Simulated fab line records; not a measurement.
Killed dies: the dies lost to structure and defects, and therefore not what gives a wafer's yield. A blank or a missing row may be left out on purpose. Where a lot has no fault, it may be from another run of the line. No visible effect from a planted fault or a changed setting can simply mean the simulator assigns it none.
fab line records    flow sky130
record: lots: 15  wafers: 42  last-day: 50
route steps=708 shown VIA2@519 METAL3@534 VIA3@574
lots with no fault: from the same line, run without faults
start-h: start of the lot's first displayed wafer, in hours after the record's first day    wait-h: hours elapsed since this lot's preceding step    " as in the row above    L1.1+2: several wafers, shown together as one row    - no value, or no start was given    * or withheld: withheld    < > ~ a bound
route shown NAME@n: names a module that has steps shown in the file, with the first one's number in the route    usual: the fault-free wafers' mean and standard deviation    same: alike in all rows    chamber/n: place in a boat    sites: readings site by site    _std_site: their standard deviation    _edge_site: the outer-site mean with the inner-site mean subtracted    radius-mm: for every site, how far away it sits from the centre of the wafer    mask NAME#n: copy n    behind: the last tool/chamber to shape the wafer    hold: cause of the lot's hold/its duration in hours/its outcome    device: which transistor (n, p or np) failed to switch    end of line: tests run on the same wafers once the route is complete    a step with no rows: only its recipe    killed: not the wafer's yield, but the dies lost to structure and defects at the first sort    map: a wafer's dies, marking killed ones x, the rest . and places with no die _
set.NAME: the setting as run; set.NAME@STEP: as run at that earlier step    model.NAME: the simulator's own value behind a step, which no gauge read
a sample of lots followed through the steps of the route, with each step as a table and each wafer as a row
services: a tool's chamber out of use, with start hour (start-h, from the record's first day; less than 0 if before it), hours out, and reason
== steps ==
step: SKY_VIA2_CD_MEAS_12
recipe: target-cd-nm: 200
usual: cd-nm: 199.8/1.3
lot.wafer  tool       chamber  start-h  wait-h  cd-nm
L670.2     cd-sem-01  -        838.13   -       200.8
L670.3     "          -        "        "       200.3
L670.5     "          -        "        "       199.1
L671.1     cd-sem-02  -        857.86   -       199.9
L671.4     "          -        "        "       201.5
L671.6     "          -        "        "       200.3
L673.3     cd-sem-01  -        881.25   -       197.9
L673.5     "          -        "        "       197.5
L673.6     "          -        "        "       198.6
L674.2     cd-sem-01  -        885.95   -       201.1
L674.3     "          -        "        "       200.2
L674.5     "          -        "        "       199.8
L676.2     cd-sem-02  -        902.95   -       199.0
L676.3     "          -        "        "       198.1
L676.4     "          -        "        "       199.6
L677.3     cd-sem-01  -        904.27   -       203.4
L677.4     "          -        "        "       202.7
L677.5     "          -        "        "       202.2
L675.1     cd-sem-02  -        905.46   -       200.5
L675.3     "          -        "        "       199.2
L675.5     "          -        "        "       198.1
L678.3     cd-sem-02  -        915.69   -       196.4
L678.4     "          -        "        "       196.8
L678.5     "          -        "        "       197.5
L680.2     cd-sem-02  -        936.23   -       200.0
L680.3     "          -        "        "       201.6
L680.5     "          -        "        "       201.2
L679.4     cd-sem-02  -        937.27   -       201.7
L679.5     "          -        "        "       201.2
L684.1     cd-sem-02  -        948.85   -       201.1
L684.4     "          -        "        "       200.2
L685.2     cd-sem-02  -        961.03   -       199.8
L685.4     "          -        "        "       200.2
L689.2     cd-sem-02  -        990.77   -       200.6
L689.4     "          -        "        "       200.3
L689.5     "          -        "        "       198.4
L692.2     cd-sem-01  -        1007.37  -       200.5
L692.3     "          -        "        "       200.5
L692.4     "          -        "        "       199.6
L693.2     cd-sem-01  -        1009.70  -       197.0
L693.5     "          -        "        "       198.8
L693.6     "          -        "        "       198.0
step: SKY_METAL3_SPUTTER_02
recipe: material: AlCu  target-thk-nm: 735  power-w: 10600  time-s: 39.1  chamber-pressure-pa: 0.4
usual: cathode-dc-power-W: 10600/2.2  throttle-valve-pct: 30.1/1.2
lot.wafer  tool            chamber  start-h  wait-h  cathode-dc-power-W  throttle-valve-pct
L670.2     pvd-sputter-02  -        839.68   0.0     10600               28.6
L670.3     "               -        "        "       10601               30.1
L670.5     "               -        "        "       10597               30.0
L671.1     pvd-sputter-02  -        859.49   0.0     10602               31.1
L671.4     "               -        "        "       10600               30.5
L671.6     "               -        "        "       10601               30.7
L673.3     pvd-sputter-02  -        882.78   0.0     10605               31.2
L673.5     "               -        "        "       10597               28.6
L673.6     "               -        "        "       10603               31.0
L674.2     pvd-sputter-03  -        887.51   0.0     10602               29.9
L674.3     "               -        "        "       10603               31.5
L674.5     "               -        "        "       10598               30.7
L676.2     pvd-sputter-02  -        904.51   0.0     10600               30.4
L676.3     "               -        "        "       10598               28.7
L676.4     "               -        "        "       10604               30.7
L677.3     pvd-sputter-03  -        905.85   0.0     10600               28.7
L677.4     "               -        "        "       10599               30.8
L677.5     "               -        "        "       10598               31.8
L675.1     pvd-sputter-04  -        907.04   0.0     10606               28.6
L675.3     "               -        "        "       10597               28.5
L675.5     "               -        "        "       10603               31.4
L678.3     pvd-sputter-02  -        917.26   0.0     10602               31.4
L678.4     "               -        "        "       10599               28.9
L678.5     "               -        "        "       10602               30.5
L680.2     pvd-sputter-04  -        937.83   0.0     10599               31.4
L680.3     "               -        "        "       10598               31.4
L680.5     "               -        "        "       10599               31.4
L679.4     pvd-sputter-03  -        939.33   0.0     10601               28.6
L679.5     "               -        "        "       10602               30.9
L684.1     pvd-sputter-03  -        950.42   0.0     10600               30.0
L684.4     "               -        "        "       10601               30.8
L685.2     pvd-sputter-04  -        962.58   0.0     10599               31.3
L685.4     "               -        "        "       10598               31.5
L689.2     pvd-sputter-03  -        992.71   0.0     10604               30.8
L689.4     "               -        "        "       10604               31.5
L689.5     "               -        "        "       10601               29.8
L692.2     pvd-sputter-04  -        1008.93  0.0     10598               28.3
L692.3     "               -        "        "       10601               28.7
L692.4     "               -        "        "       10605               31.4
L693.2     pvd-sputter-02  -        1011.26  0.0     10604               31.1
L693.5     "               -        "        "       10599               30.1
L693.6     "               -        "        "       10600               30.7
step: SKY_METAL3_COAT_08
recipe: resist: KrF-thick  spin-rpm: 3000  resist-thk-nm: 1140
lot.wafer   tool            chamber  start-h  wait-h
L670.2+3+5  litho-track-03  0        879      -
L671.1+4+6  litho-track-03  0        899      -
L673.3+5+6  litho-track-02  0        921      -
L674.2+3+5  litho-track-04  0        926      -
L676.2+3+4  litho-track-03  0        940      -
L677.3+4+5  litho-track-04  0        943      -
L675.1+3+5  litho-track-04  0        943      -
L678.3+4+5  litho-track-02  0        955      -
L680.2+3+5  litho-track-04  0        973      -
L679.4+5    litho-track-04  0        976      -
L684.1+4    litho-track-04  0        987      -
L685.2+4    litho-track-04  0        998      -
L689.2+4+5  litho-track-03  0        1027     -
L692.2+3+4  litho-track-02  0        1042     -
L693.2+5+6  litho-track-02  0        1045     -
step: SKY_METAL3_STRIP_19
recipe: chemistry: O2/N2  power-w: 1400  pressure-mtorr: 1500  platen-temp-c: withheld  o2-flow-sccm: 3000  n2-flow-sccm: 300  overash-fraction: 0.5
usual: drypump-motor-current-A: 5.6/0.49  o2-flow-sccm: 3001/8.5  oes-product-au: 0.500/0.0058  strip-time-to-endpoint-s: 6.48/0.091
lot.wafer  tool             chamber  start-h  wait-h  drypump-motor-current-A  o2-flow-sccm  oes-product-au  rf-hours-counter-h  strip-time-to-endpoint-s
L670.2     plasma-asher-03  1        893.64   0.1     5.8                      3012          0.494           45                  6.38
L670.3     "                0        "        "       4.8                      2991          0.501           -                   6.57
L670.5     "                0        "        "       4.8                      3004          0.499           -                   6.41
L671.1     plasma-asher-03  1        912.69   0.1     5.8                      2982          0.492           47                  6.42
L671.4     "                0        "        "       4.8                      2994          0.493           -                   6.29
L671.6     "                0        "        "       4.8                      2983          0.493           -                   6.29
L673.3     plasma-asher-02  0        934.90   0.1     6.0                      3013          0.511           -                   6.49
L673.5     "                0        "        "       6.0                      3007          0.501           -                   6.50
L673.6     "                1        "        "       5.8                      2998          0.493           -                   6.44
L674.2     plasma-asher-02  0        938.94   0.1     6.0                      2990          0.501           19                  6.40
L674.3     "                1        "        "       5.8                      3008          0.492           -                   6.44
L674.5     "                0        "        "       6.0                      2996          0.491           -                   6.43
L676.2     plasma-asher-02  1        953.72   0.1     5.8                      3002          0.500           21                  6.51
L676.3     "                0        "        "       6.0                      3011          0.497           -                   6.43
L676.4     "                1        "        "       5.8                      3001          0.492           -                   6.42
L677.3     plasma-asher-03  0        956.44   0.1     4.8                      2995          0.489           -                   6.36
L677.4     "                1        "        "       5.8                      3003          0.506           -                   6.61
L677.5     "                0        "        "       4.8                      3004          0.506           -                   6.35
L675.1     plasma-asher-02  0        957.07   0.1     6.0                      3001          0.489           21                  6.40
L675.3     "                0        "        "       6.0                      3007          0.492           -                   6.38
L675.5     "                1        "        "       5.8                      3000          0.504           -                   6.65
L678.3     plasma-asher-02  1        967.64   0.1     5.8                      3001          0.503           -                   6.59
L678.4     "                0        "        "       6.0                      3005          0.502           -                   6.51
L678.5     "                0        "        "       6.0                      2994          0.503           -                   6.58
L680.2     plasma-asher-03  0        986.49   0.1     4.8                      3011          0.496           55                  6.37
L680.3     "                0        "        "       4.8                      3001          0.502           -                   6.45
L680.5     "                0        "        "       4.8                      2999          0.492           -                   6.41
L679.4     plasma-asher-01  1        989.35   0.1     6.3                      3004          0.541           -                   7.46
L679.5     "                1        "        "       6.3                      3003          0.510           -                   6.66
L684.1     plasma-asher-02  1        999.34   0.1     5.7                      2997          0.498           26                  6.42
L684.4     "                0        "        "       6.0                      3012          0.547           -                   7.54
L685.2     plasma-asher-03  1        1011.04  0.1     5.8                      3006          0.553           58                  7.61
L685.4     "                1        "        "       5.8                      3008          0.549           -                   7.56
L689.2     plasma-asher-03  0        1039.31  0.1     4.9                      3004          0.496           61                  6.56
L689.4     "                0        "        "       4.8                      3006          0.506           -                   6.62
L689.5     "                1        "        "       5.8                      3015          0.507           -                   6.57
L692.2     plasma-asher-02  1        1055.17  0.1     5.8                      3010          0.508           31                  6.42
L692.3     "                1        "        "       5.8                      3002          0.495           -                   6.44
L692.4     "                0        "        "       6.0                      2995          0.498           -                   6.42
L693.2     plasma-asher-02  1        1057.67  0.1     5.8                      3009          0.505           32                  6.54
L693.5     "                1        "        "       5.8                      2983          0.506           -                   6.55
L693.6     "                0        "        "       6.0                      3001          0.505           -                   6.57
step: SKY_VIA3_THK_MEAS_01
recipe: reads: SiO2_of_VIA3_HDPCVD_00
usual: VIA3_HDPCVD_THK: 1633/18
lot.wafer  tool           chamber  start-h  wait-h  VIA3_HDPCVD_THK[nm]
L670.2     film-metro-02  -        894.42   0.1     1629
L670.3     "              -        "        "       1651
L670.5     "              -        "        "       1672
L671.1     film-metro-03  -        913.45   0.1     1633
L671.4     "              -        "        "       1609
L671.6     "              -        "        "       1624
L673.3     film-metro-02  -        935.69   0.1     1637
L673.5     "              -        "        "       1636
L673.6     "              -        "        "       1623
L674.2     film-metro-03  -        939.71   0.1     1625
L674.3     "              -        "        "       1626
L674.5     "              -        "        "       1627
L676.2     film-metro-02  -        954.52   0.1     1624
L676.3     "              -        "        "       1599
L676.4     "              -        "        "       1618
L677.3     film-metro-03  -        957.19   0.1     1640
L677.4     "              -        "        "       1645
L677.5     "              -        "        "       1671
L675.1     film-metro-01  -        957.84   0.1     1616
L675.3     "              -        "        "       1633
L675.5     "              -        "        "       1608
L678.3     film-metro-02  -        968.39   0.1     1636
L678.4     "              -        "        "       1659
L678.5     "              -        "        "       1631
L680.2     film-metro-03  -        987.41   0.2     1641
L680.3     "              -        "        "       1658
L680.5     "              -        "        "       1642
L679.4     film-metro-03  -        990.67   0.1     1665
L679.5     "              -        "        "       1644
L684.1     film-metro-01  -        1000.10  0.1     1632
L684.4     "              -        "        "       1630
L685.2     film-metro-03  -        1011.81  0.1     1633
L685.4     "              -        "        "       1624
L689.2     film-metro-02  -        1040.08  0.1     1609
L689.4     "              -        "        "       1640
L689.5     "              -        "        "       1649
L692.2     film-metro-03  -        1055.94  0.1     1632
L692.3     "              -        "        "       1647
L692.4     "              -        "        "       1664
L693.2     film-metro-02  -        1058.44  0.1     1666
L693.5     "              -        "        "       1628
L693.6     "              -        "        "       1683
== services ==
tool             chamber  start-h  hours  kind
pvd-sputter-03   -        830.58   4.7    repair
plasma-asher-01  -        833.81   2.8    pm
plasma-asher-01  -        862.77   2.9    repair
pvd-sputter-02   -        883.96   8.4    repair
pvd-sputter-03   -        889.65   2.6    repair
plasma-asher-01  -        891.88   2.3    repair
pvd-sputter-03   -        919.19   7.1    repair
pvd-sputter-04   0        938.22   -      consumable-replace:kit
pvd-sputter-04   0        938.22   18.0   scheduled-down
pvd-sputter-04   0        938.22   18.0   vent-cycle
pvd-sputter-02   2        939.63   -      consumable-replace:kit
pvd-sputter-02   2        939.63   18.0   scheduled-down
pvd-sputter-02   2        939.63   18.0   vent-cycle
pvd-sputter-03   -        941.96   1.0    repair
pvd-sputter-03   -        945.83   4.2    repair
pvd-sputter-03   2        985.36   -      consumable-replace:kit
pvd-sputter-03   2        985.36   18.0   scheduled-down
pvd-sputter-03   2        985.36   18.0   vent-cycle
pvd-sputter-03   -        999.96   16.8   repair
plasma-asher-01  -        1030.18  3.7    repair
plasma-asher-01  -        1055.25  9.0    pm
plasma-asher-01  0        1055.25  9.0    vent-cycle
plasma-asher-01  1        1055.25  9.0    vent-cycle
== key ==
first-sign: step: SKY_METAL3_STRIP_19  reading: strip-time-to-endpoint-s  direction: up  sigmas: 12  usual: *  struck: *
effect: step: SKY_METAL3_STRIP_19  reading: oes-product-au  direction: up  sigmas: 8.1  usual: 0.500  struck: 0.547
met-at SKY_METAL3_COAT_08
struck-lots L679,L684,L685
struck-wafers L679.4,L684.4,L685.2,L685.4
sort-left-out L684.4
not-acting-at SKY_VIA2_CD_MEAS_12,SKY_METAL3_SPUTTER_02,SKY_VIA3_THK_MEAS_01
onset-between 973 976
fault: kind: process-parameter-drift  tool: litho-track-04  chamber: -  onset-h: 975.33  steps: SKY_METAL3_COAT_08  channel: resist-thk-nm  offset: 104.75  shape: step  end-h: 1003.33  scope: struck-wafers-only  acts-in: these-recipes-only  stated: 1140
sort-left-out: the simulated sort isn't trusted on such a fault, so these wafers' sort isn't shown, and their yield isn't known
